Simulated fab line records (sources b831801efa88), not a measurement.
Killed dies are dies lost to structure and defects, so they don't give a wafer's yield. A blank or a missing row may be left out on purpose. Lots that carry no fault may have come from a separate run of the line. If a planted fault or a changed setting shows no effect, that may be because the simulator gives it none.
Which tool is to blame? + flow gf180mcu + 18 wafers from 6 lots sampled at 2 of the route's 602 steps

== WHAT THE GAUGES SHOWED, per wafer ==
GF_PSD_RS_MEAS_14: the measuring method here is four-point-probe.
| lot  | measured     | on           | NSD_RS (ohm/sq)   |
|------|--------------|--------------|-------------------|
| L253 | day 14 22:07 | filmMetro-03 | 46.26 46.20 46.14 |
| L256 | day 16 01:51 | filmMetro-03 | 46.14 46.11 46.21 |
| L259 | day 17 02:10 | filmMetro-02 | 46.14 45.99 46.19 |
| L261 | day 17 22:15 | filmMetro-04 | 46.08 46.04 46.04 |
| L265 | day 19 10:29 | filmMetro-03 | 42.73 42.62 42.70 |
| L271 | day 21 09:35 | filmMetro-02 | 46.12 46.15 46.20 |

== TOOL THAT RAN EACH LOT (tool first, then ch and the chambers of the sampled wafers, then the start) ==
| lot  | GF_PSD_RTA_13                   |
|------|---------------------------------|
| L253 | rtpAnneal-02 ch 0, day 14 22:02 |
| L256 | rtpAnneal-01 ch 0, day 16 01:46 |
| L259 | rtpAnneal-01 ch 0, day 17 02:04 |
| L261 | rtpAnneal-02 ch 0, day 17 22:10 |
| L265 | rtpAnneal-01 ch 0, day 19 10:23 |
| L271 | rtpAnneal-02 ch 0, day 21 09:29 |
- GF_PSD_RTA_13: time 20 s.

== THE ANSWER, worked out from the rows above alone ==
Rule: the lots themselves supply what counts as usual. Put in order of their means at a reading, lots are off if they are a third of the lots or fewer, leave a main group of 4 or more, and stand apart from it by a gap of 3 or more times the standard deviation of the main group's means; of several such gaps the widest counts. The tables above print the reading to a certain number of digits; a main group whose means all agree to those digits is not used. A lot without any number at a reading at which 4 lots or more have one is off too. The other lots that the step has rows for count as sound.
Off: L265, seen at GF_PSD_RS_MEAS_14 (NSD_RS). The main group has a mean of 46.13 ohm/sq with a standard deviation of 0.05.
If a tool, at a process step before that reading, ran all the lots that are off and no sound lot after the first of them, it fits. The gauges at GF_PSD_RS_MEAS_14 are tried like those tools. Can't be told from this: 2 tools fit, rtpAnneal-01 at GF_PSD_RTA_13, filmMetro-03 at GF_PSD_RS_MEAS_14.

== WHAT THE SIMULATOR HAD PUT IN ==
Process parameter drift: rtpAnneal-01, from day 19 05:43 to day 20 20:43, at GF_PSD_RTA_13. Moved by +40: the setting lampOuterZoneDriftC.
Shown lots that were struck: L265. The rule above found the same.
